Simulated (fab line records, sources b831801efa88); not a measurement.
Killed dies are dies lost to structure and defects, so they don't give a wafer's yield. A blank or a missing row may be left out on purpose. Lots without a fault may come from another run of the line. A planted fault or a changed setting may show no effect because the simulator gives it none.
Which tool did it? | flow gf180mcu | 13 lots, 39 wafers sampled, at 4 steps of a route of 602

WHAT THE GAUGES READ, wafer by wafer
GF_STI_CD_MEAS_12: target cd 220 nm. Usual: cd_nm 220.1 nm, standard deviation 1.2.
lot  | measured    | on        | cd_nm (nm)        | flag
L768 | day 2 01:42 | cd_sem-02 | 221.5 221.3 222.0 |
L772 | day 2 22:00 | cd_sem-01 | 219.9 219.5 219.7 |
L774 | day 3 08:14 | cd_sem-01 | 219.4 221.4 220.6 |
L775 | day 3 12:31 | cd_sem-02 | 219.8 218.8 219.5 |
L777 | day 3 23:11 | cd_sem-01 | 218.0 218.9 217.2 |
L778 | day 4 06:22 | cd_sem-02 | 219.6 219.8 219.3 |
L783 | day 5 12:07 | cd_sem-01 | 176.3 176.9 176.7 | OFF
L784 | day 5 12:27 | cd_sem-02 | 219.5 219.1 218.5 |
L787 | day 6 02:41 | cd_sem-01 | 220.7 221.2 221.9 |
L788 | day 6 08:11 | cd_sem-02 | 218.1 219.5 218.8 |
L789 | day 6 14:25 | cd_sem-02 | 219.8 220.2 219.8 |
L790 | day 6 18:59 | cd_sem-02 | 219.6 218.1 217.8 |
L791 | day 7 00:09 | cd_sem-02 | 220.5 221.0 220.9 |

GF_SAB_CD_MEAS_09: target cd 420 nm. Usual: cd_nm 419.8 nm, standard deviation 2.6.
lot  | measured     | on        | cd_nm (nm)        | flag
L768 | day 14 20:14 | cd_sem-02 | 422.5 421.2 422.5 |
L772 | day 16 08:21 | cd_sem-02 | 415.5 416.2 414.0 |
L774 | day 17 08:55 | cd_sem-02 | 420.0 419.3 419.2 |
L775 | day 17 23:16 | cd_sem-01 | 417.8 417.5 416.9 |
L777 | day 19 00:40 | cd_sem-01 | 425.8 426.2 426.3 |
L778 | day 19 15:37 | cd_sem-02 | 417.9 419.0 415.4 |
L783 | day 20 20:48 | cd_sem-01 | 420.5             |
L784 | day 21 00:20 | cd_sem-02 | 418.6 417.0 418.1 |
L787 | day 21 20:40 | cd_sem-01 | 419.5 421.5 421.4 |
L788 | day 22 02:28 | cd_sem-01 | 421.2 419.3 419.7 |
L789 | day 22 11:38 | cd_sem-02 | 423.2 421.8 420.8 |
L790 | day 22 18:40 | cd_sem-01 | 419.5 420.3 420.1 |
L791 | day 23 04:05 | cd_sem-01 | 416.6 417.1 417.5 |

WHICH TOOL RAN EACH LOT (tool, then ch and the chambers of the sampled wafers, then the start)
lot  | GF_STI_EXPOSE_09                 | GF_HV_LDD_RTA_52
L768 | krf_scanner-02 ch 0, day 1 19:35 | rtp_anneal-01 ch 0, day 12 04:13
L772 | krf_scanner-02 ch 0, day 2 15:35 | rtp_anneal-02 ch 0, day 13 12:16
L774 | krf_scanner-02 ch 0, day 3 02:11 | rtp_anneal-02 ch 0, day 14 10:37
L775 | krf_scanner-01 ch 0, day 3 06:20 | rtp_anneal-01 ch 0, day 15 01:49
L777 | krf_scanner-01 ch 0, day 3 17:13 | rtp_anneal-02 ch 0, day 16 00:34
L778 | krf_scanner-02 ch 0, day 3 23:57 | rtp_anneal-01 ch 0, day 16 12:44
L783 | krf_scanner-02 ch 0, day 5 04:25 | rtp_anneal-02 ch 0, day 17 19:19
L784 | krf_scanner-01 ch 0, day 5 04:46 | rtp_anneal-01 ch 0, day 17 21:32
L787 | krf_scanner-02 ch 0, day 5 19:51 | rtp_anneal-02 ch 0, day 18 18:22
L788 | krf_scanner-02 ch 0, day 6 00:50 | rtp_anneal-02 ch 0, day 18 23:01
L789 | krf_scanner-02 ch 0, day 6 07:01 | rtp_anneal-02 ch 0, day 19 08:31
L790 | krf_scanner-02 ch 0, day 6 11:41 | rtp_anneal-01 ch 0, day 19 16:25
L791 | krf_scanner-02 ch 0, day 6 16:21 | rtp_anneal-02 ch 0, day 20 01:22
- GF_STI_EXPOSE_09: exposes mask COMP, target cd 220 nm.
- GF_HV_LDD_RTA_52: time 10 s.

WHAT THE TOOLS THEMSELVES READ (means of the sampled wafers that have a number; where no wafer has one, the mark that the record gives instead)
GF_STI_EXPOSE_09. Usual: exposure_dose_mJ_cm2 27.99, standard deviation 0.03.
lot  | tool           | exposure_dose_mJ_cm2 | flag
L768 | krf_scanner-02 | 28.00                |
L772 | krf_scanner-02 | 28.02                |
L774 | krf_scanner-02 | 28.01                |
L775 | krf_scanner-01 | 28.00                |
L777 | krf_scanner-01 | 28.00                |
L778 | krf_scanner-02 | 28.04                |
L783 | krf_scanner-02 | 27.99                |
L784 | krf_scanner-01 | 27.97                |
L787 | krf_scanner-02 | 27.99                |
L788 | krf_scanner-02 | 28.00                |
L789 | krf_scanner-02 | 27.95                |
L790 | krf_scanner-02 | 27.99                |
L791 | krf_scanner-02 | 27.99                |

GF_HV_LDD_RTA_52. Usual: lamp_power_pct 35.3 %, standard deviation 0.35; wafer_temp_C_max 1004.2, standard deviation 1.2.
lot  | tool          | lamp_power_pct (%) | wafer_temp_C_max | flag
L768 | rtp_anneal-01 | 35.6               | 1003.2           |
L772 | rtp_anneal-02 | 35.0               | 1004.4           |
L774 | rtp_anneal-02 | 35.0               | 1004.9           |
L775 | rtp_anneal-01 | 35.6               | 1003.9           |
L777 | rtp_anneal-02 | 34.9               | 1006.5           |
L778 | rtp_anneal-01 | 35.7               | 1004.7           |
L783 | rtp_anneal-02 | 34.9               | 1006.9           |
L784 | rtp_anneal-01 | 35.7               | 1003.3           |
L787 | rtp_anneal-02 | 35.0               | 1004.4           |
L788 | rtp_anneal-02 | 35.0               | 1003.7           |
L789 | rtp_anneal-02 | 34.9               | 1004.3           |
L790 | rtp_anneal-01 | 35.7               | 1002.7           |
L791 | rtp_anneal-02 | 35.0               | 1005.6           |

THE ANSWER, worked out from the rows above alone
Rule: a lot is off if the mean of its wafers that have a number lies more than 3 standard deviations from the usual mean. A lot without any number at a reading at which 4 lots or more have one is off too. The other lots that the step has rows for count as sound. The gauges are gone through in route order, then the tools' own readings, and for those a lot's mean is taken as printed above. The first step at which some lot is off is used, and at that step the reading that is off furthest; a lot without a number counts as furthest.
Off: L783, at GF_STI_CD_MEAS_12 (cd_nm).
A tool fits if, at a process step before that reading, it ran every lot that is off, and no sound lot after the first of them. The gauges at GF_STI_CD_MEAS_12 are tried like those tools. None of those tried fits.

WHAT THE SIMULATOR HAD PUT IN
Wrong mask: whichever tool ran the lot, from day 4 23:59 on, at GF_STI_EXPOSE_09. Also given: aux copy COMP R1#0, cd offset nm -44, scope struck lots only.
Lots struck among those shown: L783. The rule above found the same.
